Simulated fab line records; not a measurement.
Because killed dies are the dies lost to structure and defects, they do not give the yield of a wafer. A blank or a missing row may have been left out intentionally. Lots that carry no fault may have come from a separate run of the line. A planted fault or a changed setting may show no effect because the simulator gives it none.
fab line records	flow sfq_line
record lots=14	wafers=42	last_day=80
route steps=325 shown M0@38 I1@74 I4@163 JJ@194
lots untouched by any fault: they come from a run of this same line in which no faults occurred
start_h: hours from the record's opening day to when the first of the lot's shown wafers began	wait_h: time in hours since the lot's previous step	" same as the row above	L1.1+2: one row covering several wafers at once	- either no value or no given start	* or withheld: withheld	< > ~ a bound
route shown NAME@n: a module of which the file shows steps, and the number in the route of the first	usual: the fault-free wafers' mean and standard deviation	same: alike in all rows	chamber/n: place in a boat	sites: each site's reading	_std_site: standard deviation across them	_edge_site: the outer-site mean with the inner-site mean subtracted	radius_mm: how far each site lies from the wafer's centre	mask NAME#n: copy n	behind: tool/chamber where the wafer was last shaped	hold: cause of the lot's hold/its duration in hours/its outcome	device: the n, p or np transistor that did not switch	end of line: the route-end tests of the same wafers	a step with no rows: only its recipe	killed: dies lost to structure and defects at the first sort, not the wafer's yield	map: per-die view of a wafer (x killed, . not killed, _ where there is no die)
set.NAME: the run value of the setting; set.NAME@STEP: its run value at that earlier step	model.NAME: the simulator's own value behind a step, which no gauge read
one table for each step of the route and one row for each wafer, over a sample of lots
services: when a tool's chamber went out of use (start_h, in hours from the record's first day, below 0 if earlier), for how many hours, and the reason
## steps
# step SFQ_M0_OVL_MEAS_906
# usual M0_OVL=-3/4.8
lot.wafer	tool	chamber	start_h	wait_h	M0_OVL[nm]
L658.1	overlay-02	-	288.04	0.1	-11
L658.3	"	-	"	"	-3
L658.5	"	-	"	"	-14
L659.2	overlay-01	-	294.04	0.1	-3
L659.4	"	-	"	"	-6
L659.5	"	-	"	"	4
L660.1	overlay-01	-	316.03	0.1	-9
L660.3	"	-	"	"	-3
L660.4	"	-	"	"	-10
L662.2	overlay-01	-	338.96	0.1	-4
L662.4	"	-	"	"	-5
L662.6	"	-	"	"	-7
L663.1	overlay-02	-	348.55	0.1	-5
L663.4	"	-	"	"	4
L663.5	"	-	"	"	-5
L666.1	overlay-02	-	367.75	0.1	-9
L666.2	"	-	"	"	-9
L666.4	"	-	"	"	-8
L667.4	overlay-01	-	375.41	0.1	-9
L667.5	"	-	"	"	-9
L667.6	"	-	"	"	-11
L670.2	overlay-01	-	401.93	0.1	-3
L670.3	"	-	"	"	-2
L670.6	"	-	"	"	-4
L672.2	overlay-02	-	413.93	0.1	-8
L672.3	"	-	"	"	-6
L672.6	"	-	"	"	-2
L673.1	overlay-01	-	415.12	0.1	1
L673.2	"	-	"	"	2
L673.5	"	-	"	"	1
L674.1	overlay-02	-	428.45	0.1	-7
L674.3	"	-	"	"	-6
L674.5	"	-	"	"	0
L675.1	overlay-01	-	438.05	0.1	4
L675.2	"	-	"	"	3
L675.6	"	-	"	"	3
L678.1	overlay-02	-	489.82	0.1	-4
L678.2	"	-	"	"	1
L678.3	"	-	"	"	-3
L679.3	overlay-01	-	501.84	0.1	3
L679.4	"	-	"	"	-8
L679.6	"	-	"	"	3
# step SFQ_TRILAYER_I1_CMP_CMP_046
# recipe material=SiO2	down_force_psi=3	platen_rpm=60	pad_velocity_m_s=0.94248
# usual motor_current_A=10.5/0.77	time_to_endpoint_s=219/9.4
lot.wafer	tool	chamber	start_h	wait_h	motor_current_A	time_to_endpoint_s
L658.1	cmp-02	1	438.42	0.5	10.2	229
L658.3	"	2	"	"	11.4	215
L658.5	"	0	439.92	2.0	11.1	231
L659.4	cmp-02	0	448.72	0.0	11.2	221
L659.2	"	1	"	"	10.2	222
L659.5	"	0	450.72	2.0	11.0	224
L660.3	cmp-02	3	488.50	0.0	10.7	208
L660.4	"	0	"	"	11.4	222
L660.1	"	1	"	"	10.3	226
L662.4	cmp-01	3	499.47	0.0	9.5	233
L662.2	"	1	500.47	1.0	8.8	208
L662.6	"	0	501.97	2.5	9.9	216
L663.1	cmp-02	0	509.68	0.0	11.8	216
L663.4	"	1	"	"	9.9	228
L663.5	"	1	512.18	2.5	9.8	228
L666.2	cmp-02	2	535.32	1.2	12.0	206
L666.4	"	3	"	"	10.5	203
L666.1	"	0	"	"	11.1	204
L667.4	cmp-01	3	546.62	1.5	9.2	225
L667.6	"	0	"	"	10.4	211
L667.5	"	1	"	"	8.9	219
L670.2	cmp-02	2	576.26	1.1	10.8	220
L670.3	"	1	577.76	2.6	10.6	234
L670.6	"	3	578.76	3.6	10.8	225
L672.2	cmp-02	2	741.92	1.0	11.0	204
L672.3	"	3	"	"	10.4	208
L672.6	"	0	"	"	11.0	225
L673.1	cmp-01	3	745.72	0.0	8.9	220
L673.2	"	2	747.22	1.5	10.6	218
L673.5	"	0	748.22	2.5	10.3	212
L674.1	cmp-01	3	760.16	0.5	9.3	275
L674.3	"	0	"	"	10.5	276
L674.5	"	3	762.16	2.5	9.5	228
L675.2	cmp-01	3	773.16	4.7	9.5	226
L675.1	"	0	"	"	10.2	276
L675.6	"	1	"	"	9.1	218
L678.3	cmp-02	1	825.27	7.9	10.3	231
L678.2	"	2	"	"	11.0	225
L678.1	"	3	"	"	11.3	227
L679.3	cmp-02	1	836.77	7.5	10.1	225
L679.4	"	3	837.77	8.4	10.9	211
L679.6	"	1	838.77	9.4	10.4	231
# step SFQ_I1_BOW_MEAS_912
# recipe mode=bow
# usual I1_BOW=1/8.1
lot.wafer	tool	chamber	start_h	wait_h	I1_BOW[um]
L658.1	film_metro-03	-	440.92	2.0	-1
L658.3	"	-	"	"	4
L658.5	"	-	"	"	7
L659.2	film_metro-03	-	451.74	2.0	6
L659.4	"	-	"	"	13
L659.5	"	-	"	"	6
L660.1	film_metro-03	-	491.50	1.5	-3
L660.3	"	-	"	"	5
L660.4	"	-	"	"	9
L662.2	film_metro-02	-	502.49	1.5	0
L662.4	"	-	"	"	5
L662.6	"	-	"	"	11
L663.1	film_metro-02	-	512.68	2.5	8
L663.4	"	-	"	"	7
L663.5	"	-	"	"	3
L666.1	film_metro-02	-	537.82	1.0	1
L666.2	"	-	"	"	-13
L666.4	"	-	"	"	-18
L667.4	film_metro-03	-	548.18	1.1	-7
L667.5	"	-	"	"	4
L667.6	"	-	"	"	12
L670.2	film_metro-02	-	579.28	2.5	-11
L670.3	"	-	"	"	-14
L670.6	"	-	"	"	-14
L672.2	film_metro-03	-	743.94	1.5	13
L672.3	"	-	"	"	-6
L672.6	"	-	"	"	14
L673.1	film_metro-02	-	748.72	2.5	2
L673.2	"	-	"	"	0
L673.5	"	-	"	"	12
L674.1	film_metro-02	-	763.16	2.5	11
L674.3	"	-	"	"	6
L674.5	"	-	"	"	-5
L674.1	film_metro-02	-	764.48	1.3	-
L674.3	"	-	"	"	-
L674.5	"	-	"	"	-
L675.1	film_metro-01	-	775.16	1.0	0
L675.2	"	-	"	"	6
L675.6	"	-	"	"	14
L675.1	film_metro-01	-	776.48	1.3	-
L675.2	"	-	"	"	-
L675.6	"	-	"	"	-
L678.1	film_metro-01	-	827.77	1.0	10
L678.2	"	-	"	"	0
L678.3	"	-	"	"	1
L679.3	film_metro-02	-	839.81	2.5	-10
L679.4	"	-	"	"	-16
L679.6	"	-	"	"	-2
# step SFQ_TRILAYER_I1_METRO_MEASURE_047
# usual thk_nm=200.2/1.3
lot.wafer	tool	chamber	start_h	wait_h	thk_nm
L658.1	film_metro-03	-	441.04	0.1	201.9
L658.3	"	-	"	"	198.8
L658.5	"	-	"	"	198.6
L659.2	film_metro-03	-	452.04	0.3	201.9
L659.4	"	-	"	"	199.5
L659.5	"	-	"	"	199.9
L660.1	film_metro-03	-	491.62	0.1	201.1
L660.3	"	-	"	"	198.2
L660.4	"	-	"	"	199.8
L662.2	film_metro-02	-	502.79	0.3	200.0
L662.4	"	-	"	"	201.3
L662.6	"	-	"	"	199.5
L663.1	film_metro-02	-	512.80	0.1	199.7
L663.4	"	-	"	"	200.1
L663.5	"	-	"	"	199.7
L666.1	film_metro-02	-	537.94	0.1	200.2
L666.2	"	-	"	"	199.4
L666.4	"	-	"	"	198.7
L667.4	film_metro-03	-	548.84	0.6	200.4
L667.5	"	-	"	"	199.3
L667.6	"	-	"	"	198.7
L670.2	film_metro-02	-	579.58	0.3	200.6
L670.3	"	-	"	"	201.8
L670.6	"	-	"	"	200.4
L672.2	film_metro-03	-	744.24	0.3	198.9
L672.3	"	-	"	"	199.0
L672.6	"	-	"	"	200.0
L673.1	film_metro-02	-	748.84	0.1	200.5
L673.2	"	-	"	"	199.2
L673.5	"	-	"	"	197.5
L674.1	film_metro-02	-	766.90	2.4	304.8
L674.3	"	-	"	"	302.9
L674.5	"	-	"	"	201.1
L674.1	film_metro-02	-	768.27	1.2	305.0
L674.3	"	-	"	"	302.6
L674.5	"	-	"	"	201.4
L675.1	film_metro-01	-	779.94	3.4	302.5
L675.2	"	-	"	"	201.7
L675.6	"	-	"	"	199.2
L675.1	film_metro-01	-	781.30	1.2	302.7
L675.2	"	-	"	"	201.6
L675.6	"	-	"	"	199.0
L678.1	film_metro-01	-	827.89	0.1	199.9
L678.2	"	-	"	"	201.8
L678.3	"	-	"	"	203.3
L679.3	film_metro-02	-	840.29	0.5	202.3
L679.4	"	-	"	"	199.2
L679.6	"	-	"	"	202.3
# step SFQ_TRILAYER_I1_VIA_ETCH_VIA_ETCH_052
# recipe target=SiO2	stop_on=Nb	mask_material=PR	taper_deg=20	chemistry=CHF3	target_depth_nm=260	source_w=500	bias_w=80	pressure_mtorr=30	time_s=withheld
# usual bias_w=79.98/0.24	drypump_motor_current_A=5.5/0.42	oes_product_au=0.855/0.006
lot.wafer	tool	chamber	start_h	wait_h	bias_w	drypump_motor_current_A	oes_product_au
L658.1	rie_diel-03	3	607.75	0.0	80.09	5.5	0.862
L658.3	"	1	"	"	80.03	5.9	0.855
L658.5	"	1	"	"	80.06	5.9	0.851
L659.2	rie_diel-04	2	616.15	0.0	80.01	4.9	0.854
L659.4	"	1	"	"	80.04	5.6	0.863
L659.5	"	2	"	"	80.11	4.9	0.858
L660.1	rie_diel-03	0	657.00	0.0	79.70	5.8	0.855
L660.3	"	3	"	"	79.96	5.5	0.849
L660.4	"	1	"	"	79.77	5.9	0.849
L662.2	rie_diel-04	0	665.40	0.0	79.73	5.0	0.851
L662.4	"	3	"	"	79.96	6.3	0.863
L662.6	"	1	"	"	80.17	5.6	0.852
L663.1	rie_diel-04	1	677.40	0.0	79.61	5.6	0.850
L663.4	"	2	"	"	80.06	4.9	0.854
L663.5	"	0	"	"	79.93	5.0	0.851
L666.1	rie_diel-04	1	697.92	0.0	79.86	5.6	0.856
L666.2	"	2	"	"	80.18	4.9	0.853
L666.4	"	3	"	"	79.72	6.3	0.848
L667.4	rie_diel-04	0	708.72	0.0	79.75	4.9	0.863
L667.5	"	0	"	"	79.51	5.0	0.853
L667.6	"	1	"	"	79.72	5.6	0.851
L670.2	rie_diel-02	0	735.12	0.0	80.07	5.3	0.853
L670.3	"	2	"	"	79.91	6.1	0.855
L670.6	"	1	"	"	80.02	5.5	0.851
L672.2	rie_diel-02	3	747.69	0.0	79.86	5.2	0.842
L672.3	"	2	"	"	79.81	6.1	0.854
L672.6	"	1	"	"	80.37	5.5	0.849
L673.1	rie_diel-02	3	752.37	0.0	79.88	5.2	0.853
L673.2	"	2	"	"	80.08	6.1	0.850
L673.5	"	1	"	"	80.23	5.5	0.840
L674.1	rie_diel-02	3	775.87	0.0	80.04	5.2	0.991
L674.3	"	0	"	"	79.59	5.3	0.993
L674.5	"	1	"	"	79.80	5.5	0.859
L675.1	rie_diel-04	2	789.89	0.0	80.13	4.9	1.013
L675.2	"	1	"	"	80.19	5.6	0.852
L675.6	"	1	"	"	79.93	5.6	0.854
L678.1	rie_diel-02	3	831.41	0.0	79.49	5.2	0.847
L678.2	"	1	"	"	80.33	5.6	0.860
L678.3	"	2	"	"	79.90	6.1	0.867
L679.3	rie_diel-02	3	844.29	0.0	80.04	5.2	0.856
L679.4	"	0	"	"	79.92	5.2	0.860
L679.6	"	3	"	"	79.66	5.2	0.866
# step SFQ_TRILAYER_I4_DEP_PECVD_099
# recipe material=SiO2	temp_c=150	time_s=111.11	pressure_torr=2.4	rf_w=183.3	precursor=SiH4/N2O	target_thk_nm=500
# usual heater_power_w=77/17	throttle_valve_pct=24.6/1.4
lot.wafer	tool	chamber	start_h	wait_h	heater_power_w	throttle_valve_pct
L658.1	pecvd-01	0	1068.42	0.0	95	23.0
L658.3	"	1	"	"	104	23.4
L658.5	"	2	"	"	83	24.3
L659.2	pecvd-02	2	1081.62	0.0	76	27.0
L659.4	"	1	"	"	64	24.7
L659.5	"	2	"	"	60	26.9
L660.1	pecvd-02	2	1126.00	0.0	61	27.2
L660.3	"	0	"	"	59	25.5
L660.4	"	2	"	"	64	27.1
L662.2	pecvd-03	0	1134.55	0.0	69	23.8
L662.4	"	0	"	"	72	23.6
L662.6	"	2	"	"	60	22.3
L663.1	pecvd-02	0	1136.95	0.0	55	25.9
L663.4	"	2	"	"	60	27.4
L663.5	"	1	"	"	68	24.7
L666.1	pecvd-01	1	1260.05	0.0	99	23.8
L666.2	"	0	"	"	101	23.4
L666.4	"	2	"	"	84	24.3
L667.4	pecvd-03	0	1308.61	0.0	68	24.6
L667.5	"	2	"	"	55	22.7
L667.6	"	1	"	"	74	24.0
L670.2	pecvd-01	2	1316.97	0.0	82	24.5
L670.3	"	0	"	"	97	23.4
L670.6	"	1	"	"	89	23.8
L672.2	pecvd-03	2	1336.89	0.0	54	22.6
L672.3	"	2	"	"	59	22.4
L672.6	"	2	"	"	59	22.6
L673.1	pecvd-02	2	1338.09	0.0	64	27.9
L673.2	"	0	"	"	57	25.5
L673.5	"	0	"	"	60	25.6
L674.1	pecvd-01	1	1341.69	0.0	106	23.9
L674.3	"	2	"	"	82	24.6
L674.5	"	2	"	"	84	24.8
L675.1	pecvd-02	2	1346.49	0.0	68	27.8
L675.2	"	1	"	"	69	24.6
L675.6	"	1	"	"	56	24.8
L678.1	pecvd-02	1	1372.68	0.0	59	24.9
L678.2	"	2	"	"	73	27.4
L678.3	"	0	"	"	58	25.8
L679.3	pecvd-01	1	1396.50	0.0	110	23.6
L679.4	"	1	"	"	91	24.0
L679.6	"	2	"	"	80	24.6
# step SFQ_TRILAYER_JJ_CE_ETCH_RIE_118
# recipe target=Nb	stop_on=Al2O3	mask_material=PR	taper_deg=13.257	over_etch_frac=0.15	time_s=97.7	chemistry=SF6	target_depth_nm=170	icp_w=600	bias_w=80	pressure_mtorr=10
# usual bias_w=79.97/0.21	drypump_motor_current_A=5.9/0.56	oes_product_au=0.987/0.0066
# same over_etch_frac=0.15
lot.wafer	tool	chamber	start_h	wait_h	bias_w	drypump_motor_current_A	oes_product_au	rf_hours_counter_h
L658.1	rie_metal-02	1	1229.18	0.1	79.92	6.3	0.986	95
L658.3	"	1	"	"	80.07	6.3	0.988	-
L658.5	"	0	"	"	79.70	6.5	0.991	-
L659.2	rie_metal-02	0	1230.38	0.1	79.49	6.6	0.991	57
L659.4	"	1	"	"	79.68	6.3	0.989	-
L659.5	"	1	"	"	79.91	6.3	0.982	-
L660.1	rie_metal-01	0	1276.83	0.1	80.06	5.3	0.988	86
L660.3	"	1	"	"	79.75	6.2	0.981	-
L660.4	"	0	"	"	80.02	5.3	0.981	-
L662.2	rie_metal-01	0	1279.23	0.1	79.93	5.3	0.986	87
L662.4	"	1	"	"	80.20	6.3	0.988	-
L662.6	"	1	"	"	80.18	6.3	0.990	-
L663.1	rie_metal-01	0	1280.43	0.1	79.72	5.3	0.973	87
L663.4	"	1	"	"	80.08	6.3	0.979	-
L663.5	"	0	"	"	79.93	5.3	0.988	-
L666.1	rie_metal-04	1	1305.31	0.1	80.09	4.8	0.983	115
L666.2	"	0	"	"	80.06	5.7	0.988	127
L666.4	"	1	"	"	80.18	4.8	0.991	-
L667.4	rie_metal-01	0	1334.91	0.1	80.05	5.3	0.991	-
L667.5	"	1	"	"	79.64	6.3	0.991	-
L667.6	"	0	"	"	80.14	5.3	0.986	-
L670.2	rie_metal-04	0	1460.66	0.2	80.21	5.7	0.982	-
L670.3	"	0	"	"	80.05	5.6	0.986	-
L670.6	"	0	"	"	80.05	5.6	0.986	-
L672.2	rie_metal-01	0	1463.72	0.1	79.76	5.3	0.987	115
L672.3	"	0	"	"	80.06	5.3	0.987	-
L672.6	"	0	"	"	79.85	5.3	0.984	-
L673.1	rie_metal-01	0	1464.92	0.1	79.84	5.3	0.996	116
L673.2	"	1	"	"	79.92	6.2	1.002	103
L673.5	"	1	"	"	79.79	6.3	0.987	-
L674.1	rie_metal-02	0	1466.09	0.1	79.96	6.5	0.981	98
L674.3	"	0	"	"	80.10	6.5	1.000	-
L674.5	"	1	"	"	79.96	6.3	0.996	-
L675.1	rie_metal-04	0	1468.49	0.1	80.52	5.7	0.994	11
L675.2	"	1	"	"	79.54	4.7	0.988	144
L675.6	"	0	"	"	80.34	5.7	0.993	-
L678.1	rie_metal-02	0	1590.24	0.1	80.23	6.5	0.994	114
L678.2	"	1	"	"	80.05	6.3	0.978	7
L678.3	"	1	"	"	79.99	6.3	0.987	-
L679.3	rie_metal-01	0	1614.27	0.1	79.80	5.3	0.972	-
L679.4	"	1	"	"	79.98	6.3	0.975	-
L679.6	"	0	"	"	80.06	5.3	0.975	-
## services
tool	chamber	start_h	hours	kind
cmp-02	-	454.89	0.5	repair
cmp-02	-	458.30	4.7	pm
cmp-02	-	516.68	0.4	repair
cmp-02	-	594.91	2.2	repair
cmp-02	-	629.39	1.7	repair
cmp-02	-	746.92	4.0	pm
cmp-02	-	764.13	6.6	pm
cmp-02	-	831.37	1.3	repair
cmp-02	-	884.32	0.8	repair
cmp-02	-	953.83	1.7	repair
cmp-02	-	971.95	0.8	repair
cmp-02	-	1072.34	8.6	pm
cmp-02	-	1086.92	4.0	pm
cmp-02	-	1100.84	1.5	repair
cmp-02	-	1115.88	6.2	pm
cmp-02	-	1134.03	4.3	pm
cmp-02	-	1159.37	4.2	repair
cmp-02	-	1180.67	0.4	repair
cmp-02	-	1221.25	5.4	repair
cmp-02	-	1225.89	1.2	repair
cmp-02	-	1429.41	4.0	pm
cmp-02	-	1456.61	19.3	repair
cmp-02	-	1460.56	0.7	repair
cmp-02	-	1572.67	14.1	repair
## key
first_sign step=SFQ_TRILAYER_I1_CMP_CMP_046	reading=time_to_endpoint_s	direction=up	sigmas=6.1	usual=*	struck=*
effect step=SFQ_I1_BOW_MEAS_912	reading=visit	direction=added
effect step=SFQ_TRILAYER_I1_METRO_MEASURE_047	reading=visit	direction=added
effect step=SFQ_TRILAYER_I1_METRO_MEASURE_047	reading=thk_nm	direction=up	sigmas=78	usual=200.2	struck=303.4
effect step=SFQ_TRILAYER_I1_VIA_ETCH_VIA_ETCH_052	reading=oes_product_au	direction=up	sigmas=24	usual=0.855	struck=0.999
met_at SFQ_TRILAYER_I1_CMP_CMP_046
struck_lots L674,L675
struck_wafers L674.1,L674.3,L675.1
not_acting_at SFQ_M0_OVL_MEAS_906,SFQ_TRILAYER_I4_DEP_PECVD_099,SFQ_TRILAYER_JJ_CE_ETCH_RIE_118
onset_between 745.72 760.16
fault kind=process_parameter_drift	tool=cmp-01	chamber=-	onset_h=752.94	steps=SFQ_TRILAYER_I1_CMP_CMP_046	channel=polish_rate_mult	offset=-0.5	shape=step	end_h=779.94	scope=struck_wafers_only
